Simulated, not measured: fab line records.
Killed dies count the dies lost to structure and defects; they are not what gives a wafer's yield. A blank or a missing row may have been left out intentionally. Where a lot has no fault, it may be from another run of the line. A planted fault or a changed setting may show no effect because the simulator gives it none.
Chamber matching || flow gf180mcu || GF_POLY_GATE_ETCH_13 on rie si-01: 4 sister chambers
The step etches poly-Si in HBr/Cl2, stops on SiO2, target depth 198.5 nm, time 69.6 s. 4 wafers are shown with their chamber, then 8 later ones without.

== WAFERS PAIRED WITH THEIR CHAMBERS ==
{"wafer": "L759.5", "chamber": 2, "drypump motor current A (A)": 5.56}
{"wafer": "L761.1", "chamber": 1, "drypump motor current A (A)": 5.75}
{"wafer": "L761.4", "chamber": 3, "drypump motor current A (A)": 5.11}
{"wafer": "L764.2", "chamber": 0, "drypump motor current A (A)": 5.58}

== WAFERS WITHOUT THEIR CHAMBER ==
{"wafer": "L764.4", "drypump motor current A (A)": 5.12}
{"wafer": "L764.6", "drypump motor current A (A)": 5.58}
{"wafer": "L769.1", "drypump motor current A (A)": 5.57}
{"wafer": "L769.4", "drypump motor current A (A)": 5.54}
{"wafer": "L769.5", "drypump motor current A (A)": 5.75}
{"wafer": "L770.1", "drypump motor current A (A)": 5.76}
{"wafer": "L770.2", "drypump motor current A (A)": 5.59}
{"wafer": "L770.6", "drypump motor current A (A)": 5.56}

== EACH ONE'S CHAMBER ==
{"wafer": "L764.4", "from the rows above": 3, "in truth": 3}
{"wafer": "L764.6", "from the rows above": 0, "in truth": 0}
{"wafer": "L769.1", "from the rows above": "can't be placed: 0 or 2", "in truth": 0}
{"wafer": "L769.4", "from the rows above": 2, "in truth": 2}
{"wafer": "L769.5", "from the rows above": 1, "in truth": 1}
{"wafer": "L770.1", "from the rows above": 1, "in truth": 1}
{"wafer": "L770.2", "from the rows above": 0, "in truth": 0}
{"wafer": "L770.6", "from the rows above": 2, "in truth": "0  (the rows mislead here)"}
Correctly placed: 6 of 8. Unplaceable from these rows: 1, with the true chamber sitting among the candidates in 1. Placed wrongly: 1.
How it was worked out, from the rows above alone: a wafer's distance from a chamber is the root of the sum, over the readings, of the square of ((its reading less the chamber's mean) divided by the reading's scatter). If the next closest chamber is less than 2 further off than the closest, the wafer can't be placed; otherwise it belongs to the closest. The mean given for a chamber averages the wafers shown for that chamber. The scatter: root of mean squared gap, hidden wafer to nearest shown wafer, with one shown wafer a chamber.
